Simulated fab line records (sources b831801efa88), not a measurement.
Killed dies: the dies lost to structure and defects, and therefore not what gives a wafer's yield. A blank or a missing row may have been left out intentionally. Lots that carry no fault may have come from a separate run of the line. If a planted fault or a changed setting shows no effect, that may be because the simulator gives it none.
fab line records -- flow sky130
record: lots: 6, wafers: 18, last_day: 50
route steps=708 shown VIA4@651 METAL5@661 PAD_OPEN@708
lots that met no fault: from a run of the same line without faults
start_h: the number of hours between the record's first day and the start of the first shown wafer of the lot -- wait_h: hours from the lot's prior step to this one -- " as in the row above -- L1.1+2: a row that stands for several wafers -- - no value, or no start was given -- * or withheld: withheld -- < > ~ a bound
route shown NAME@n: names a module that has steps shown in the file, with the first one's number in the route -- usual: mean/standard deviation of fault-free wafers -- same: alike in all rows -- chamber/n: place in a boat -- sites: readings site by site -- _std_site: their standard deviation -- _edge_site: outer sites' mean less inner sites' -- radius_mm: how far each site lies from the wafer's centre -- mask NAME#n: copy n -- behind: the most recent tool/chamber to have shaped the wafer -- hold: what put the lot on hold/how long, in hours/how the hold closed -- device: the n, p or np transistor that did not switch -- end of line: at the end of the route, the tests of the same wafers -- for a step that has no rows: nothing shown but its recipe -- killed: the dies lost at the first sort to structure and to defects; this is not the yield of the wafer -- map: the dies of a wafer, with x for killed, . for not killed, _ for no die there
set.NAME: the run value of the setting; set.NAME@STEP: its run value at that earlier step -- model.NAME: the simulator's own value behind a step, which no gauge read
lots at selected steps of the route; one table per step, one row per wafer
services: the hour from which a tool's chamber was out of use, counted from the record's first day as start_h (under 0 if before that day), plus the number of hours and why
== steps ==
step: SKY_VIA4_ETCH_12
recipe: target: SiO2, chemistry: C4F8/O2/Ar, stop_on: TiN, mask_material: NOVOLAK, source_w: 1500, bias_w: 1200, pressure_mtorr: 40, c4f8_flow_sccm: withheld, O2_flow_sccm: 6, Ar_flow_sccm: 300, time_s: withheld, target_depth_a: 5800
usual: bias_w: 1200/3.7, oes_product_au: 0.926/0.005
lot.wafer,tool,chamber,start_h,wait_h,bias_w,oes_product_au
L329.2,rie_diel-02,2,1020.24,0.0,1199,0.932
L329.4,rie_diel-02,1,1020.24,0.0,1201,0.932
L329.6,rie_diel-02,0,1020.24,0.0,1201,0.926
L333.2,rie_diel-01,1,1054.53,0.0,1197,0.918
L333.3,rie_diel-01,2,1054.53,0.0,1204,0.923
L333.5,rie_diel-01,1,1054.53,0.0,1194,0.928
L335.3,rie_diel-03,1,1070.53,0.0,1207,0.923
L335.4,rie_diel-03,3,1070.53,0.0,1204,0.932
L335.6,rie_diel-03,2,1070.53,0.0,1200,0.928
L339.1,rie_diel-03,3,1088.25,0.0,1197,0.929
L339.2,rie_diel-03,0,1088.25,0.0,1205,0.931
L339.5,rie_diel-03,0,1088.25,0.0,1200,0.926
L347.2,rie_diel-03,0,1123.15,0.0,1202,0.910
L347.3,rie_diel-03,3,1123.15,0.0,1202,0.917
L347.6,rie_diel-03,1,1123.15,0.0,1198,0.925
L349.1,rie_diel-02,1,1139.15,0.0,1200,0.922
L349.3,rie_diel-02,3,1139.15,0.0,1198,0.931
L349.6,rie_diel-02,3,1139.15,0.0,1200,0.918
step: SKY_VIA4_STRIP_13
recipe: chemistry: O2/N2, power_w: 1400, pressure_mtorr: 1500, platen_temp_c: withheld, o2_flow_sccm: 3000, n2_flow_sccm: 300, overash_fraction: 0.5
step: SKY_VIA4_STRIP_14
recipe: chemistry: post_etch_residue_remover, time_s: 1200, temp_c: 72.5
step: SKY_VIA4_CLEAN_15
recipe: chemistry: IPA, time_s: 180, temp_c: 25
step: SKY_VIA4_CLEAN_16
recipe: chemistry: O3/DIW, dry: n2_spin
step: SKY_VIA4_SPUTTER_17
recipe: material: TiN, target_thk_nm: 20, chamber_pressure_pa: 5, power_w: 4000, time_s: 80
usual: throttle_valve_pct: 29.9/1.1
lot.wafer,tool,chamber,start_h,wait_h,throttle_valve_pct
L329.2,pvd_sputter-03,-,1020.91,0.0,29.0
L329.4,pvd_sputter-03,-,1020.91,0.0,31.7
L329.6,pvd_sputter-03,-,1020.91,0.0,31.8
L333.2,pvd_sputter-04,-,1055.19,0.0,30.6
L333.3,pvd_sputter-04,-,1055.19,0.0,29.1
L333.5,pvd_sputter-04,-,1055.19,0.0,30.4
L335.3,pvd_sputter-04,-,1071.23,0.0,29.7
L335.4,pvd_sputter-04,-,1071.23,0.0,29.9
L335.6,pvd_sputter-04,-,1071.23,0.0,28.9
L339.1,pvd_sputter-04,-,1088.91,0.0,29.7
L339.2,pvd_sputter-04,-,1088.91,0.0,28.9
L339.5,pvd_sputter-04,-,1088.91,0.0,30.2
L347.2,pvd_sputter-01,-,1123.83,0.0,29.8
L347.3,pvd_sputter-01,-,1123.83,0.0,31.6
L347.6,pvd_sputter-01,-,1123.83,0.0,32.0
L349.1,pvd_sputter-01,-,1139.81,0.0,29.2
L349.3,pvd_sputter-01,-,1139.81,0.0,31.8
L349.6,pvd_sputter-01,-,1139.81,0.0,29.1
step: SKY_VIA4_CVD_18
recipe: material: W, target_thk_nm: 505, time_s: 152.14, temp_c: 400, pressure_torr: 40
step: SKY_VIA4_RS_MEAS_19
recipe: thk_meas_gauge: four-point-probe, reads: W_of_VIA4_CVD_18+TiN_of_VIA4_SPUTTER_17
usual: VIA4_W_RS: 0.2265/0.0027
lot.wafer,tool,chamber,start_h,wait_h,VIA4_W_RS[ohm/sq]
L329.2,film_metro-03,-,1021.14,0.1,0.2262
L329.4,film_metro-03,-,1021.14,0.1,0.2237
L329.6,film_metro-03,-,1021.14,0.1,0.2227
L333.2,film_metro-02,-,1055.42,0.1,0.2241
L333.3,film_metro-02,-,1055.42,0.1,0.2276
L333.5,film_metro-02,-,1055.42,0.1,0.2267
L335.3,film_metro-01,-,1071.48,0.1,0.2264
L335.4,film_metro-01,-,1071.48,0.1,0.2276
L335.6,film_metro-01,-,1071.48,0.1,0.2298
L339.1,film_metro-02,-,1089.13,0.1,0.2300
L339.2,film_metro-02,-,1089.13,0.1,0.2290
L339.5,film_metro-02,-,1089.13,0.1,0.2273
L347.2,film_metro-03,-,1124.06,0.1,0.2314
L347.3,film_metro-03,-,1124.06,0.1,0.2254
L347.6,film_metro-03,-,1124.06,0.1,0.2247
L349.1,film_metro-02,-,1140.03,0.1,0.2264
L349.3,film_metro-02,-,1140.03,0.1,0.2261
L349.6,film_metro-02,-,1140.03,0.1,0.2281
step: SKY_VIA4_THK_MEAS_20
recipe: thk_meas_gauge: xrf, reads: W_of_VIA4_CVD_18
usual: VIA4_W_THK: 495/7.6
lot.wafer,tool,chamber,start_h,wait_h,VIA4_W_THK[nm]
L329.2,film_metro-03,-,1021.25,0.1,491
L329.4,film_metro-03,-,1021.25,0.1,498
L329.6,film_metro-03,-,1021.25,0.1,500
L333.2,film_metro-02,-,1055.53,0.1,502
L333.3,film_metro-02,-,1055.53,0.1,494
L333.5,film_metro-02,-,1055.53,0.1,493
L335.3,film_metro-01,-,1071.58,0.1,503
L335.4,film_metro-01,-,1071.58,0.1,502
L335.6,film_metro-01,-,1071.58,0.1,498
L339.1,film_metro-02,-,1089.25,0.1,492
L339.2,film_metro-02,-,1089.25,0.1,489
L339.5,film_metro-02,-,1089.25,0.1,498
L347.2,film_metro-03,-,1124.17,0.1,475
L347.3,film_metro-03,-,1124.17,0.1,490
L347.6,film_metro-03,-,1124.17,0.1,495
L349.1,film_metro-02,-,1140.15,0.1,493
L349.3,film_metro-02,-,1140.15,0.1,494
L349.6,film_metro-02,-,1140.15,0.1,491
step: SKY_VIA4_CMP_21
recipe: stop_on: SiO2, t_overpolish_s: 25, down_force_psi: 3.5, platen_rpm: 60, target_thk_nm: 0, pad_velocity_m_s: 0.94248
usual: motor_current_A: 10.1/0.86, overpolish_run_s: 25.000/0.0089, retaining_ring_pressure_frac: 1.001/0.0051, time_to_endpoint_s: 125/5.1
lot.wafer,tool,chamber,start_h,wait_h,motor_current_A,overpolish_run_s,retaining_ring_pressure_frac,time_to_endpoint_s
L329.2,cmp-02,1,1021.35,0.1,11.8,24.997,0.999,130
L329.4,cmp-02,2,1021.35,0.1,10.4,25.007,1.000,127
L329.6,cmp-02,1,1021.35,0.1,12.0,24.991,1.002,132
L333.3,cmp-01,2,1055.63,0.1,9.5,25.004,0.998,124
L333.2,cmp-01,3,1055.63,0.1,10.7,24.994,0.995,130
L333.5,cmp-01,2,1055.63,0.1,9.7,24.992,1.001,123
L335.3,cmp-02,3,1071.62,0.0,10.3,24.999,1.003,124
L335.4,cmp-02,1,1071.62,0.0,11.4,25.009,0.995,127
L335.6,cmp-02,3,1071.62,0.0,9.8,25.002,1.010,121
L339.1,cmp-02,2,1089.31,0.1,9.9,24.989,1.003,119
L339.2,cmp-02,0,1089.31,0.1,8.6,25.003,1.001,124
L339.5,cmp-02,3,1089.31,0.1,10.1,24.983,0.998,125
L347.3,cmp-02,3,1124.27,0.1,11.1,25.011,1.000,123
L347.2,cmp-02,1,1124.27,0.1,11.4,24.990,0.999,123
L347.6,cmp-02,2,1124.27,0.1,10.1,24.999,0.996,119
L349.1,cmp-01,3,1140.29,0.1,10.6,25.009,0.998,126
L349.3,cmp-01,1,1140.29,0.1,10.9,24.984,0.994,131
L349.6,cmp-01,0,1140.29,0.1,9.6,25.000,1.002,115
step: SKY_METAL5_SPUTTER_00
recipe: material: Ti, target_thk_nm: 15, power_w: 3000, time_s: 10, chamber_pressure_pa: 0.4
step: SKY_METAL5_SPUTTER_01
recipe: material: TiN, target_thk_nm: 20, power_w: 6500, time_s: 16.7, chamber_pressure_pa: 0.4
usual: throttle_valve_pct: 30.5/0.86
lot.wafer,tool,chamber,start_h,wait_h,throttle_valve_pct
L329.2,pvd_sputter-01,-,1021.62,0.0,31.7
L329.4,pvd_sputter-01,-,1021.62,0.0,30.0
L329.6,pvd_sputter-01,-,1021.62,0.0,30.2
L333.2,pvd_sputter-02,-,1055.91,0.0,29.8
L333.3,pvd_sputter-02,-,1055.91,0.0,31.3
L333.5,pvd_sputter-02,-,1055.91,0.0,29.8
L335.3,pvd_sputter-02,-,1071.95,0.0,29.8
L335.4,pvd_sputter-02,-,1071.95,0.0,31.4
L335.6,pvd_sputter-02,-,1071.95,0.0,30.4
L339.1,pvd_sputter-03,-,1089.63,0.0,31.0
L339.2,pvd_sputter-03,-,1089.63,0.0,31.8
L339.5,pvd_sputter-03,-,1089.63,0.0,31.3
L347.2,pvd_sputter-03,-,1124.54,0.0,31.4
L347.3,pvd_sputter-03,-,1124.54,0.0,31.8
L347.6,pvd_sputter-03,-,1124.54,0.0,31.8
L349.1,pvd_sputter-03,-,1140.62,0.0,31.1
L349.3,pvd_sputter-03,-,1140.62,0.0,31.3
L349.6,pvd_sputter-03,-,1140.62,0.0,31.8
step: SKY_METAL5_SPUTTER_02
recipe: material: AlCu, target_thk_nm: 1150, power_w: 10600, time_s: 61.2, chamber_pressure_pa: 0.4
usual: throttle_valve_pct: 30.5/0.83
lot.wafer,tool,chamber,start_h,wait_h,throttle_valve_pct,model.AlCu_of_METAL5_SPUTTER_02.thk_nm
L329.2,pvd_sputter-01,-,1021.65,0.0,31.8,1150
L329.4,pvd_sputter-01,-,1021.65,0.0,30.3,1145
L329.6,pvd_sputter-01,-,1021.65,0.0,30.4,1157
L333.2,pvd_sputter-02,-,1055.93,0.0,29.9,1343
L333.3,pvd_sputter-02,-,1055.93,0.0,31.3,1340
L333.5,pvd_sputter-02,-,1055.93,0.0,30.1,1347
L335.3,pvd_sputter-02,-,1071.97,0.0,29.9,1356
L335.4,pvd_sputter-02,-,1071.97,0.0,31.2,1349
L335.6,pvd_sputter-02,-,1071.97,0.0,30.4,1358
L339.1,pvd_sputter-03,-,1089.66,0.0,31.3,1143
L339.2,pvd_sputter-03,-,1089.66,0.0,32.1,1137
L339.5,pvd_sputter-03,-,1089.66,0.0,31.3,1141
L347.2,pvd_sputter-03,-,1124.57,0.0,31.3,1152
L347.3,pvd_sputter-03,-,1124.57,0.0,31.7,1128
L347.6,pvd_sputter-03,-,1124.57,0.0,31.3,1147
L349.1,pvd_sputter-03,-,1140.64,0.0,31.2,1151
L349.3,pvd_sputter-03,-,1140.64,0.0,31.5,1156
L349.6,pvd_sputter-03,-,1140.64,0.0,31.8,1138
step: SKY_METAL5_SPUTTER_03
recipe: material: Ti, target_thk_nm: 5, power_w: 3000, time_s: 3.3, chamber_pressure_pa: 0.4
step: SKY_METAL5_SPUTTER_04
recipe: material: TiN, target_thk_nm: 70, power_w: 6500, time_s: 58.3, chamber_pressure_pa: 0.4
usual: throttle_valve_pct: 30.5/0.85
lot.wafer,tool,chamber,start_h,wait_h,throttle_valve_pct
L329.2,pvd_sputter-01,-,1021.72,0.0,31.8
L329.4,pvd_sputter-01,-,1021.72,0.0,29.9
L329.6,pvd_sputter-01,-,1021.72,0.0,30.4
L333.2,pvd_sputter-02,-,1056.00,0.0,30.0
L333.3,pvd_sputter-02,-,1056.00,0.0,31.3
L333.5,pvd_sputter-02,-,1056.00,0.0,29.8
L335.3,pvd_sputter-02,-,1072.04,0.0,29.8
L335.4,pvd_sputter-02,-,1072.04,0.0,31.6
L335.6,pvd_sputter-02,-,1072.04,0.0,30.6
L339.1,pvd_sputter-03,-,1089.73,0.0,31.2
L339.2,pvd_sputter-03,-,1089.73,0.0,31.8
L339.5,pvd_sputter-03,-,1089.73,0.0,31.2
L347.2,pvd_sputter-03,-,1124.64,0.0,30.9
L347.3,pvd_sputter-03,-,1124.64,0.0,31.8
L347.6,pvd_sputter-03,-,1124.64,0.0,31.3
L349.1,pvd_sputter-03,-,1140.71,0.0,31.3
L349.3,pvd_sputter-03,-,1140.71,0.0,31.6
L349.6,pvd_sputter-03,-,1140.71,0.0,31.7
step: SKY_METAL5_RS_MEAS_05
recipe: thk_meas_gauge: four-point-probe, reads: TiN_of_METAL5_SPUTTER_04+Ti_of_METAL5_SPUTTER_03+AlCu_of_METAL5_SPUTTER_02+TiN_of_METAL5_SPUTTER_01+Ti_of_METAL5_SPUTTER_00
usual: METAL5_ALCU_RS: 0.0270/0.00034
lot.wafer,tool,chamber,start_h,wait_h,METAL5_ALCU_RS[ohm/sq]
L329.2,film_metro-02,-,1021.79,0.0,0.0270
L329.4,film_metro-02,-,1021.79,0.0,0.0272
L329.6,film_metro-02,-,1021.79,0.0,0.0269
L333.2,film_metro-01,-,1056.07,0.0,0.0231
L333.3,film_metro-01,-,1056.07,0.0,0.0232
L333.5,film_metro-01,-,1056.07,0.0,0.0231
L335.3,film_metro-02,-,1072.13,0.1,0.0229
L335.4,film_metro-02,-,1072.13,0.1,0.0230
L335.6,film_metro-02,-,1072.13,0.1,0.0229
L339.1,film_metro-02,-,1089.78,0.0,0.0272
L339.2,film_metro-02,-,1089.78,0.0,0.0273
L339.5,film_metro-02,-,1089.78,0.0,0.0272
L347.2,film_metro-02,-,1124.71,0.0,0.0270
L347.3,film_metro-02,-,1124.71,0.0,0.0276
L347.6,film_metro-02,-,1124.71,0.0,0.0271
L349.1,film_metro-04,-,1140.76,0.0,0.0271
L349.3,film_metro-04,-,1140.76,0.0,0.0270
L349.6,film_metro-04,-,1140.76,0.0,0.0274
step: SKY_METAL5_THK_MEAS_06
recipe: thk_meas_gauge: xrf, reads: AlCu_of_METAL5_SPUTTER_02
usual: METAL5_ALCU_THK: 1175/15
lot.wafer,tool,chamber,start_h,wait_h,METAL5_ALCU_THK[nm]
L329.2,film_metro-02,-,1021.90,0.1,1170
L329.4,film_metro-02,-,1021.90,0.1,1171
L329.6,film_metro-02,-,1021.90,0.1,1181
L333.2,film_metro-01,-,1056.18,0.1,1373
L333.3,film_metro-01,-,1056.18,0.1,1364
L333.5,film_metro-01,-,1056.18,0.1,1373
L335.3,film_metro-02,-,1072.23,0.1,1384
L335.4,film_metro-02,-,1072.23,0.1,1369
L335.6,film_metro-02,-,1072.23,0.1,1374
L339.1,film_metro-02,-,1089.90,0.1,1155
L339.2,film_metro-02,-,1089.90,0.1,1156
L339.5,film_metro-02,-,1089.90,0.1,1163
L347.2,film_metro-02,-,1124.82,0.1,1173
L347.3,film_metro-02,-,1124.82,0.1,1143
L347.6,film_metro-02,-,1124.82,0.1,1171
L349.1,film_metro-04,-,1140.88,0.1,1177
L349.3,film_metro-04,-,1140.88,0.1,1179
L349.6,film_metro-04,-,1140.88,0.1,1163
step: SKY_METAL5_DEHYDRATE_07
recipe: temp_c: 200, time_s: 60
step: SKY_METAL5_HMDS_08
recipe: prime_time_s: 60, prime_temp_c: 120
step: SKY_METAL5_COAT_09
recipe: resist: NOVOLAK, spin_rpm: 3000, resist_thk_nm: 1800
step: SKY_METAL5_SOFTBAKE_10
recipe: temp_c: 90, time_s: 60, resist: NOVOLAK
step: SKY_METAL5_EXPOSE_11
recipe: mask_id: MM5, na: 0.6, source_shape: conventional, sigma_outer: 0.6, polarization: unpolarized, target_cd_nm: 1600, dose_mj: 190
step: SKY_METAL5_PEB_12
recipe: temp_c: withheld, time_s: *, resist: NOVOLAK
step: SKY_METAL5_DEVELOP_13
recipe: resist: NOVOLAK, developer: TMAH, develop_time_s: 60, dev_temp_c: 23
step: SKY_METAL5_DESCUM_14
recipe: chemistry: O2, source_power_w: 150, bias_power_w: 0, pressure_mtorr: 10, temp_c: 40, time_s: 11
step: SKY_METAL5_METAL_ETCH_15
recipe: target_depth_a: 12600, stop_on: SiO2, over_etch_frac: 0.2, time_s: 252, chemistry: Cl2/BCl3, resist_sidewall_deg: 86, pressure_mtorr: 10, icp_w: 900, bias_w: 48.5, Cl2_flow_sccm: 60, bcl3_flow_sccm: 30
usual: bias_w: 48.49/0.16, drypump_motor_current_A: 6.1/0.4, he_backside_leak_sccm: 3.25/0.18, oes_product_au: 0.893/0.0053, throttle_valve_pct: 22.265/0.0084
lot.wafer,tool,chamber,start_h,wait_h,bias_w,drypump_motor_current_A,he_backside_leak_sccm,oes_product_au,rf_hours_counter_h,throttle_valve_pct
L329.2,rie_metal-01,0,1043.95,0.0,48.53,6.4,2.87,0.892,16,22.266
L329.4,rie_metal-01,0,1043.95,0.0,48.42,6.4,2.98,0.894,-,22.268
L329.6,rie_metal-01,0,1043.95,0.0,48.25,6.4,2.92,0.895,-,22.259
L333.2,rie_metal-01,0,1077.24,0.1,48.17,6.3,3.28,0.961,-,22.263
L333.3,rie_metal-01,0,1077.24,0.1,48.11,6.4,3.14,0.954,-,22.266
L333.5,rie_metal-01,0,1077.24,0.1,48.40,6.3,3.12,0.958,-,22.256
L335.3,rie_metal-02,0,1093.02,0.1,48.66,5.5,3.27,0.963,-,22.266
L335.4,rie_metal-02,1,1093.02,0.1,48.35,6.0,3.49,0.965,-,22.260
L335.6,rie_metal-02,0,1093.02,0.1,48.62,5.5,3.27,0.955,-,22.274
L339.1,rie_metal-04,0,1110.23,0.0,48.66,5.4,3.16,0.894,28,22.263
L339.2,rie_metal-04,1,1110.23,0.0,48.59,5.9,3.08,0.894,5,22.258
L339.5,rie_metal-04,1,1110.23,0.0,48.44,5.9,3.09,0.898,-,22.260
L347.2,rie_metal-04,1,1143.71,0.1,48.29,5.9,3.10,0.909,-,22.295
L347.3,rie_metal-04,1,1143.71,0.1,48.51,5.9,3.10,0.894,-,22.273
L347.6,rie_metal-04,1,1143.71,0.1,48.43,5.9,3.09,0.893,-,22.261
L349.1,rie_metal-04,0,1158.89,0.0,48.43,5.4,3.34,0.892,2,22.263
L349.3,rie_metal-04,0,1158.89,0.0,48.63,5.3,3.21,0.895,-,22.260
L349.6,rie_metal-04,0,1158.89,0.0,48.42,5.3,3.24,0.899,-,22.267
step: SKY_METAL5_STRIP_16
recipe: chemistry: O2/N2, power_w: 1400, pressure_mtorr: 1500, platen_temp_c: withheld, o2_flow_sccm: 3000, n2_flow_sccm: 300, overash_fraction: 0.5
step: SKY_PAD_OPEN_PROBE_99
lot.wafer,tool,chamber,start_h,wait_h,model.etest.met5_comb.leak_log10_a_um,model.etest.met5.rs_ohm_sq,model.etest.met5.line_ohm_um
L329.2,prober-01,-,1090.86,0.1,-12.07,0.02698,0.0167
L329.4,prober-01,-,1090.96,0.2,-12.05,0.02692,0.01669
L329.6,prober-01,-,1091.06,0.2,-12.13,0.02705,0.01675
L333.2,prober-02,-,1121.66,0.1,-11.07,0.02357,0.01463
L333.3,prober-02,-,1121.71,0.2,-11.18,0.02315,0.01433
L333.5,prober-02,-,1121.81,0.2,-10.35,0.02312,0.01439
L335.3,prober-02,-,1135.98,0.2,-10.18,0.02303,0.01436
L335.4,prober-02,-,1136.03,0.2,-10.76,0.02314,0.01442
L335.6,prober-02,-,1136.13,0.2,-10.08,0.02296,0.0143
L339.1,prober-01,-,1153.37,0.1,-12.01,0.02743,0.01706
L339.2,prober-01,-,1153.42,0.1,-12.06,0.02729,0.0171
L339.5,prober-01,-,1153.57,0.2,-11.96,0.02732,0.01712
L347.2,prober-02,-,1182.17,0.1,-12.01,0.02713,0.01693
L347.3,prober-02,-,1182.22,0.2,-12,0.02782,0.0174
L347.6,prober-02,-,1182.37,0.2,-12.04,0.02728,0.01708
L349.1,prober-02,-,1195.77,0.1,-12.04,0.0273,0.01714
L349.3,prober-02,-,1195.87,0.2,-12.09,0.02717,0.01706
L349.6,prober-02,-,1196.02,0.2,-12.04,0.02767,0.01739
killed by level:class
L329.2 CONTACT:geometric_particle:open=10 VIA1:geometric_particle:open=9 METAL2:geometric_particle:short=8 POLY_GATE:geometric_particle:open=7 VIA2:geometric_particle:open=6 LI_CONTACT:geometric_particle:open=5 FIELD_ISO:geometric_particle:open=4 LI_CONTACT:geometric_particle:short=4
L329.4 VIA1:geometric_particle:open=12 LI_CONTACT:geometric_particle:open=11 POLY_GATE:geometric_particle:open=9 LOCAL_INTERCONNECT:geometric_particle:short=9 CONTACT:geometric_particle:open=7 VIA3:geometric_particle:open=6 CONTACT:geometric_particle:short=5 VIA2:geometric_particle:open=5
L329.6 CONTACT:geometric_particle:open=12 POLY_GATE:geometric_particle:open=11 LI_CONTACT:geometric_particle:open=8 POLY_GATE:geometric_particle:short=6 LOCAL_INTERCONNECT:geometric_particle:short=6 VIA1:geometric_particle:open=6 VIA2:geometric_particle:open=6 VIA1:geometric_particle:short=5
L339.1 VIA2:geometric_particle:open=7 VIA1:geometric_particle:open=7 VIA3:geometric_particle:open=6 METAL1:geometric_particle:short=5 METAL4:geometric_particle:short=5 FIELD_ISO:geometric_particle:short=4 CONTACT:geometric_particle:short=4 LOCAL_INTERCONNECT:geometric_particle:short=4
L339.2 VIA2:geometric_particle:open=11 VIA1:geometric_particle:open=9 METAL2:geometric_particle:short=7 CONTACT:geometric_particle:open=6 VIA3:geometric_particle:open=6 LI_CONTACT:geometric_particle:open=5 POLY_GATE:geometric_particle:open=4 CONTACT:geometric_particle:short=4
L339.5 VIA1:geometric_particle:open=12 CONTACT:geometric_particle:open=10 CONTACT:geometric_particle:short=8 VIA2:geometric_particle:open=7 LI_CONTACT:geometric_particle:open=7 LOCAL_INTERCONNECT:geometric_particle:short=5 VIA3:geometric_particle:open=5 FIELD_ISO:geometric_particle:open=4
L347.2 VIA1:geometric_particle:open=14 CONTACT:geometric_particle:open=10 VIA2:geometric_particle:open=9 VIA1:geometric_particle:short=7 LI_CONTACT:geometric_particle:open=5 VIA3:geometric_particle:short=5 LOCAL_INTERCONNECT:geometric_particle:short=5 FIELD_ISO:geometric_particle:open=3
L347.3 CONTACT:geometric_particle:open=15 VIA1:geometric_particle:open=10 VIA3:geometric_particle:open=8 METAL1:geometric_particle:short=7 VIA2:geometric_particle:open=7 LI_CONTACT:geometric_particle:open=7 METAL2:geometric_particle:short=7 POLY_GATE:geometric_particle:short=5
L347.6 CONTACT:geometric_particle:open=12 LI_CONTACT:geometric_particle:open=9 METAL2:geometric_particle:short=8 VIA1:geometric_particle:open=7 CONTACT:geometric_particle:short=7 METAL4:geometric_particle:short=6 LI_CONTACT:geometric_particle:short=3 METAL1:geometric_particle:short=3
L349.1 LOCAL_INTERCONNECT:geometric_particle:short=7 LI_CONTACT:geometric_particle:open=6 VIA1:geometric_particle:open=6 METAL2:geometric_particle:short=5 VIA3:geometric_particle:open=5 METAL1:geometric_particle:short=4 FIELD_ISO:geometric_particle:open=3 CONTACT:geometric_particle:open=3
L349.3 CONTACT:geometric_particle:open=11 VIA1:geometric_particle:open=9 METAL1:geometric_particle:short=7 CONTACT:geometric_particle:short=6 METAL2:geometric_particle:short=6 VIA2:geometric_particle:open=5 LI_CONTACT:geometric_particle:open=4 VIA3:geometric_particle:open=4
L349.6 METAL1:geometric_particle:short=7 VIA1:geometric_particle:open=7 VIA1:geometric_particle:short=6 LI_CONTACT:geometric_particle:open=6 CONTACT:geometric_particle:open=6 VIA3:geometric_particle:open=5 METAL4:geometric_particle:short=4 POLY_GATE:geometric_particle:open=3
== services ==
tool,chamber,start_h,hours,kind
cmp-02,-,1005.42,0.3,repair
rie_metal-04,1,1015.41,-,clean
rie_metal-04,1,1015.41,17.4,scheduled_down
rie_metal-04,1,1015.41,17.4,vent_cycle
rie_metal-02,-,1023.65,2.8,pm
cmp-01,-,1052.46,0.7,repair
rie_metal-02,1,1057.53,10.4,repair
cmp-01,-,1059.06,1.4,repair
cmp-01,-,1059.37,2.1,repair
rie_metal-01,1,1062.10,17.8,repair
rie_diel-01,3,1062.32,11.4,repair
rie_diel-01,-,1068.75,2.8,pm
cmp-02,-,1076.81,7.2,repair
cmp-02,-,1084.48,4.0,pm
rie_diel-01,-,1085.24,1.6,repair
cmp-02,-,1088.48,-,consumable_replace:conditioner
cmp-02,-,1088.48,-,consumable_replace:pad
rie_diel-01,3,1114.32,7.9,repair
rie_diel-01,1,1124.29,4.2,repair
rie_diel-01,0,1127.46,6.3,repair
pvd_sputter-04,-,1136.40,9.0,repair
rie_diel-02,0,1138.92,10.9,repair
rie_metal-02,-,1151.84,14.6,pm
pvd_sputter-03,-,1159.03,2.4,repair
== key ==
first_sign: step: SKY_METAL5_RS_MEAS_05, reading: METAL5_ALCU_RS, direction: down, sigmas: 12, usual: 0.0270, struck: 0.0231
effect: step: SKY_METAL5_THK_MEAS_06, reading: METAL5_ALCU_THK, direction: up, sigmas: 13, usual: 1175, struck: 1373
effect: step: SKY_METAL5_METAL_ETCH_15, reading: oes_product_au, direction: up, sigmas: 12, usual: 0.893, struck: 0.959
model_effect: step: SKY_METAL5_SPUTTER_02, value: AlCu_of_METAL5_SPUTTER_02.thk_nm, without: 1164, struck: 1349
model_effect: step: SKY_PAD_OPEN_PROBE_99, value: etest.met5_comb.leak_log10_a_um, without: -12.01, struck: -10.6
met_at SKY_METAL5_SPUTTER_02
struck_wafers L333.2,L333.3,L333.5,L335.3,L335.4,L335.6
sort_left_out L333.2,L333.3,L333.5,L335.3,L335.4,L335.6
also_fits SKY_METAL5_SPUTTER_01:pvd_sputter-02,SKY_METAL5_SPUTTER_04:pvd_sputter-02
fault: kind: process_parameter_drift, tool: pvd_sputter-02, chamber: -, onset_h: 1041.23, steps: SKY_METAL5_SPUTTER_02, channel: target_thk_nm, offset: 185.26, shape: step, acts_in: these_recipes_only, stated: 1150
sort_left_out: the simulated sort isn't trusted on such a fault, so these wafers' sort isn't shown, and their yield isn't known
